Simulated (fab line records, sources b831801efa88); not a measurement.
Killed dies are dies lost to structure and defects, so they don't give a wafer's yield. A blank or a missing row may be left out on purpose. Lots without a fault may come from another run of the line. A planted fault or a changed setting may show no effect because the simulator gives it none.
Which tool did it? | flow sky130 | 6 lots, 18 wafers sampled, at 2 steps of a route of 708

WHAT THE GAUGES READ, wafer by wafer
SKY_NWELL_RS_MEAS_29: measures by four-point-probe.
lot  | measured     | on            | NWELL_RS (ohm/sq)
L875 | day 5 17:05  | film_metro-02 | 624.1 622.5 623.4
L880 | day 6 20:10  | film_metro-03 | 625.2 624.6 623.6
L882 | day 7 13:49  | film_metro-01 | 636.0 634.8 636.9
L886 | day 8 11:00  | film_metro-01 | 634.1 632.3 632.8
L893 | day 10 06:25 | film_metro-03 | 625.3 625.2 624.2
L896 | day 11 07:25 | film_metro-02 | 623.8 624.9 624.5

WHICH TOOL RAN EACH LOT (tool, then ch and the chambers of the sampled wafers, then the start)
lot  | SKY_NWELL_IMPLANT_12
L875 | implanter-04 ch 0, day 4 22:12
L880 | implanter-02 ch 0, day 6 00:23
L882 | implanter-02 ch 0, day 6 17:21
L886 | implanter-02 ch 0, day 7 13:12
L893 | implanter-01 ch 0, day 9 06:44
L896 | implanter-01 ch 0, day 10 06:29
- SKY_NWELL_IMPLANT_12

THE ANSWER, worked out from the rows above alone
Rule: what is usual is taken from the lots themselves. Put in order of their means at a reading, lots are off if they are a third of the lots or fewer, leave a main group of 4 or more, and stand apart from it by a gap of 3 or more times the standard deviation of the main group's means; of several such gaps the widest counts. A main group whose means are all the same, to the digits that the tables above print for the reading, isn't used. A lot without any number at a reading at which 4 lots or more have one is off too. The other lots that the step has rows for count as sound.
Off: L882, L886, at SKY_NWELL_RS_MEAS_29 (NWELL_RS). The main group: mean 624.3 ohm/sq, standard deviation 0.58.
A tool fits if, at a process step before that reading, it ran every lot that is off, and no sound lot after the first of them. The gauges at SKY_NWELL_RS_MEAS_29 are tried like those tools. Can't be told from this: 2 tools fit, implanter-02 at SKY_NWELL_IMPLANT_12, film_metro-01 at SKY_NWELL_RS_MEAS_29.

WHAT THE SIMULATOR HAD PUT IN
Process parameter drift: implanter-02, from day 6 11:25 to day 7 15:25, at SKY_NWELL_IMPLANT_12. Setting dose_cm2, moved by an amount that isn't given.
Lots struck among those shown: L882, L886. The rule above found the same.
